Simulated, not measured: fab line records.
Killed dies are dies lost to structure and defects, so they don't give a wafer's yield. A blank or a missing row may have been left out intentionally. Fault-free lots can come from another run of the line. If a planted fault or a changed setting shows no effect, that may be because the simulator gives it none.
fab line records    flow gf180mcu
[record] lots = 13  wafers = 39  last-day = 34
route steps=602 shown M2@362 V2@385
lots that met no fault: taken from a fault-free run of the same line
start-h: the number of hours between the record's first day and the start of the first shown wafer of the lot    wait-h: hours elapsed since this lot's preceding step    " repeats the value in the row above    L1.1+2: a single row standing in for several wafers    - no value, or no start given    * or withheld: withheld    < > ~ a bound
route shown NAME@n: names a module that has steps shown in the file, with the first one's number in the route    usual: mean/standard deviation of fault-free wafers    same: alike in all rows    chamber/n: place in a boat    sites: readings site by site    _std_site: how widely they spread, as a standard deviation    _edge_site: outer sites' mean less inner sites'    radius-mm: for every site, how far away it sits from the centre of the wafer    mask NAME#n: copy n    behind: the tool/chamber that last shaped the wafer    hold: what put the lot on hold/how long, in hours/how the hold closed    device: which transistor (n, p or np) failed to switch    end of line: the same wafers' tests at the end of the route    a step without rows: its recipe alone    killed: at the first sort, the dies lost to defects and structure; wafer yield is something else    map: dies across one wafer; x = killed, . = not, _ = none there
set.NAME: the setting that was run; set.NAME@STEP: the one run at that earlier step    model.NAME: the simulator's own value behind a step, which no gauge read
the route's steps for a sample of lots (tables are steps, rows are wafers)
services: from which hour (start-h, from the record's first day; less than 0 if before it) a tool's chamber was out of use, for how many hours, and why
[[steps]]
[step GF_M2_SPUTTER_00]
[recipe] material = Ti  target-thk-nm = 37.5  arriving-ion-energy-ev = 80  substrate-temp-c = 200  chamber-pressure-pa = 2  power-w = 4000  time-s = 150
[usual] throttle-valve-pct = 29.9/0.77
lot.wafer  tool            chamber  start-h  wait-h  throttle-valve-pct
L154.1     pvd-sputter-01  -        451.33   0.2     30.3
L154.2     "               -        "        "       30.4
L154.3     "               -        "        "       31.1
L157.1     pvd-sputter-01  -        487.63   0.2     29.1
L157.3     "               -        "        "       30.4
L157.4     "               -        "        "       30.5
L158.1     pvd-sputter-02  -        488.08   0.1     29.9
L158.2     "               -        "        "       30.4
L158.5     "               -        "        "       30.4
L159.1     pvd-sputter-04  -        504.43   0.2     27.8
L159.5     "               -        "        "       29.2
L159.6     "               -        "        "       29.8
L161.2     pvd-sputter-04  -        518.38   0.2     30.2
L161.4     "               -        "        "       27.6
L161.5     "               -        "        "       30.1
L162.2     pvd-sputter-01  -        525.20   0.1     31.3
L162.4     "               -        "        "       28.9
L162.5     "               -        "        "       31.1
L164.2     pvd-sputter-02  -        537.82   0.2     30.2
L164.4     "               -        "        "       29.7
L164.6     "               -        "        "       29.5
L165.1     pvd-sputter-01  -        545.98   0.1     28.7
L165.3     "               -        "        "       30.6
L165.4     "               -        "        "       31.0
L166.1     pvd-sputter-02  -        552.73   0.2     29.9
L166.3     "               -        "        "       30.4
L166.4     "               -        "        "       30.1
L167.1     pvd-sputter-01  -        564.10   0.1     30.5
L167.2     "               -        "        "       31.0
L167.5     "               -        "        "       30.9
L169.1     pvd-sputter-02  -        576.43   0.1     30.7
L169.3     "               -        "        "       30.1
L169.6     "               -        "        "       30.4
L173.1     pvd-sputter-01  -        600.77   0.2     29.2
L173.3     "               -        "        "       30.9
L173.6     "               -        "        "       30.8
L174.2     pvd-sputter-02  -        608.23   0.1     30.0
L174.4     "               -        "        "       30.4
L174.5     "               -        "        "       30.3
[step GF_M2_RS_MEAS_05]
[recipe] thk-meas-gauge = four-point-probe  reads = TiN_of_M2_SPUTTER_04+Ti_of_M2_SPUTTER_03+AlCu_of_M2_SPUTTER_02+TiN_of_M2_SPUTTER_01+Ti_of_M2_SPUTTER_00
[usual] M2_ALCU_RS = 0.0713/0.0008
lot.wafer  tool           chamber  start-h  wait-h  M2_ALCU_RS[ohm/sq]
L154.1     film-metro-02  -        451.55   0.0     0.0717
L154.2     "              -        "        "       0.0721
L154.3     "              -        "        "       0.0712
L157.1     film-metro-04  -        487.85   0.0     0.0717
L157.3     "              -        "        "       0.0715
L157.4     "              -        "        "       0.0719
L158.1     film-metro-02  -        488.30   0.0     0.0698
L158.2     "              -        "        "       0.0704
L158.5     "              -        "        "       0.0705
L159.1     film-metro-03  -        504.65   0.0     0.0707
L159.5     "              -        "        "       0.0705
L159.6     "              -        "        "       0.0709
L161.2     film-metro-04  -        518.62   0.0     0.0720
L161.4     "              -        "        "       0.0724
L161.5     "              -        "        "       0.0719
L162.2     film-metro-02  -        525.44   0.0     0.0707
L162.4     "              -        "        "       0.0709
L162.5     "              -        "        "       0.0713
L164.2     film-metro-04  -        538.06   0.0     0.0719
L164.4     "              -        "        "       0.0706
L164.6     "              -        "        "       0.0704
L165.1     film-metro-04  -        546.20   0.0     0.0705
L165.3     "              -        "        "       0.0718
L165.4     "              -        "        "       0.0706
L166.1     film-metro-03  -        552.95   0.0     0.0715
L166.3     "              -        "        "       0.0727
L166.4     "              -        "        "       0.0713
L167.1     film-metro-04  -        564.32   0.0     0.0720
L167.2     "              -        "        "       0.0724
L167.5     "              -        "        "       0.0724
L169.1     film-metro-04  -        576.65   0.0     0.0716
L169.3     "              -        "        "       0.0707
L169.6     "              -        "        "       0.0711
L173.1     film-metro-03  -        600.99   0.0     0.0698
L173.3     "              -        "        "       0.0706
L173.6     "              -        "        "       0.0703
L174.2     film-metro-02  -        608.47   0.0     0.0725
L174.4     "              -        "        "       0.0724
L174.5     "              -        "        "       0.0725
[step GF_V2_THK_MEAS_03]
[recipe] reads = SiO2_of_V2_CVD_02
[usual] V2_CVD_02_THK = 855/11
lot.wafer  tool           chamber  start-h  wait-h  V2_CVD_02_THK[nm]
L154.1     film-metro-01  -        477.33   0.0     832
L154.2     "              -        "        "       842
L154.3     "              -        "        "       852
L157.1     film-metro-01  -        512.42   0.0     847
L157.3     "              -        "        "       838
L157.4     "              -        "        "       847
L158.1     film-metro-01  -        513.07   0.0     856
L158.2     "              -        "        "       851
L158.5     "              -        "        "       869
L159.1     film-metro-01  -        529.62   0.0     842
L159.5     "              -        "        "       855
L159.6     "              -        "        "       860
L161.2     film-metro-03  -        543.17   0.0     865
L161.4     "              -        "        "       859
L161.5     "              -        "        "       868
L162.2     film-metro-01  -        549.53   0.0     849
L162.4     "              -        "        "       869
L162.5     "              -        "        "       866
L164.2     film-metro-04  -        562.63   0.0     842
L164.4     "              -        "        "       861
L164.6     "              -        "        "       866
L165.1     film-metro-04  -        569.17   0.0     855
L165.3     "              -        "        "       858
L165.4     "              -        "        "       863
L166.1     film-metro-01  -        574.22   0.0     845
L166.3     "              -        "        "       862
L166.4     "              -        "        "       863
L167.1     film-metro-03  -        584.59   0.0     856
L167.2     "              -        "        "       851
L167.5     "              -        "        "       862
L169.1     film-metro-04  -        598.73   0.0     844
L169.3     "              -        "        "       851
L169.6     "              -        "        "       858
L173.1     film-metro-04  -        623.27   0.0     866
L173.3     "              -        "        "       849
L173.6     "              -        "        "       862
L174.2     film-metro-03  -        630.22   0.0     842
L174.4     "              -        "        "       860
L174.5     "              -        "        "       845
[step GF_V2_EXPOSE_11]
[recipe] mask-id = Via2  target-cd-nm = 260  na = 0.68  source-shape = conventional  sigma-outer = 0.6  dose-mj = 38
[same] na = 0.68
lot.wafer   tool            chamber  start-h  wait-h  mask
L154.1+2+3  krf-scanner-01  0        489.97   -       Via2#0
L157.1+3+4  krf-scanner-02  0        524.67   -       Via2#0
L158.1+2+5  krf-scanner-01  0        525.88   -       Via2#0
L159.1+5+6  krf-scanner-01  0        541.27   -       Via2#0
L161.2+4+5  krf-scanner-01  0        555.32   -       Via2#0
L162.2+4+5  krf-scanner-02  0        561.50   -       Via2#0
L164.2+4+6  krf-scanner-02  0        573.05   -       Via2#0
L165.1+3+4  krf-scanner-01  0        579.19   -       Via2#0
L166.1+3+4  krf-scanner-02  0        584.40   -       Via2#0
L167.1+2+5  krf-scanner-01  0        596.38   -       Via2#0
L169.1+3+6  krf-scanner-02  0        609.26   -       Via2#0
L173.1+3+6  krf-scanner-01  0        633.59   -       Via2#0
L174.2+4+5  krf-scanner-02  0        641.55   -       Via2#0
[step GF_V2_OVL_MEAS_15]
[usual] V2_OVL = -3/5.6
lot.wafer  tool        chamber  start-h  wait-h  V2_OVL[nm]
L154.1     overlay-01  -        502.69   0.1     1
L154.2     "           -        "        "       -4
L154.3     "           -        "        "       0
L157.1     overlay-02  -        536.12   0.1     -8
L157.3     "           -        "        "       -19
L157.4     "           -        "        "       -11
L158.1     overlay-01  -        537.34   0.1     -4
L158.2     "           -        "        "       -8
L158.5     "           -        "        "       -6
L159.1     overlay-02  -        553.29   0.1     6
L159.5     "           -        "        "       -1
L159.6     "           -        "        "       0
L161.2     overlay-02  -        566.41   0.1     -6
L161.4     "           -        "        "       -11
L161.5     "           -        "        "       -7
L162.2     overlay-01  -        571.33   0.1     -10
L162.4     "           -        "        "       -3
L162.5     "           -        "        "       -13
L164.2     overlay-01  -        581.84   0.1     -13
L164.4     "           -        "        "       -9
L164.6     "           -        "        "       -1
L165.1     overlay-02  -        590.49   0.1     -6
L165.3     "           -        "        "       6
L165.4     "           -        "        "       0
L166.1     overlay-02  -        595.58   0.1     0
L166.3     "           -        "        "       2
L166.4     "           -        "        "       0
L167.1     overlay-02  -        605.84   0.1     18
L167.2     "           -        "        "       17
L167.5     "           -        "        "       13
L169.1     overlay-01  -        620.27   0.1     -6
L169.3     "           -        "        "       -1
L169.6     "           -        "        "       2
L173.1     overlay-02  -        643.68   0.1     22
L173.3     "           -        "        "       23
L173.6     "           -        "        "       29
L174.2     overlay-02  -        650.80   0.1     0
L174.4     "           -        "        "       -1
L174.5     "           -        "        "       -2
[[services]]
tool            chamber  start-h  hours  kind
krf-scanner-01  -        440.05   0.8    pm
krf-scanner-01  -        453.87   4.1    repair
krf-scanner-02  -        464.24   1.0    pm
pvd-sputter-04  -        469.47   1.9    repair
krf-scanner-02  -        484.09   4.0    pm
krf-scanner-02  -        489.40   1.0    repair
krf-scanner-02  -        492.23   3.6    pm
krf-scanner-01  -        497.76   1.3    pm
krf-scanner-02  -        523.56   0.4    repair
krf-scanner-01  0        525.73   -      calibration
pvd-sputter-04  -        528.36   100.4  repair
krf-scanner-01  -        529.29   1.0    pm
pvd-sputter-01  -        539.03   2.9    repair
krf-scanner-02  -        565.31   0.8    pm
krf-scanner-02  -        588.94   1.5    repair
pvd-sputter-01  -        593.55   0.6    repair
krf-scanner-02  -        593.71   1.3    pm
krf-scanner-01  -        608.76   0.8    pm
krf-scanner-02  -        609.87   0.6    repair
krf-scanner-02  -        612.94   0.6    repair
pvd-sputter-04  -        619.01   0.9    repair
pvd-sputter-02  -        632.31   5.7    repair
krf-scanner-02  -        633.24   1.0    pm
krf-scanner-02  -        634.60   0.6    repair
[[key]]
[first-sign] step = GF_V2_OVL_MEAS_15  reading = V2_OVL  direction = up  sigmas = 4.2  usual = -3  struck = 20
effect none on later readings
met-at GF_V2_EXPOSE_11
struck-lots L167,L173
not-acting-at GF_M2_SPUTTER_00,GF_M2_RS_MEAS_05,GF_V2_THK_MEAS_03
onset-between 579.19 596.38
[fault] kind = scanner-matching-overlay  tool = krf-scanner-01  chamber = -  onset-h = 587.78  steps = GF_V2_EXPOSE_11  offset = 22.415
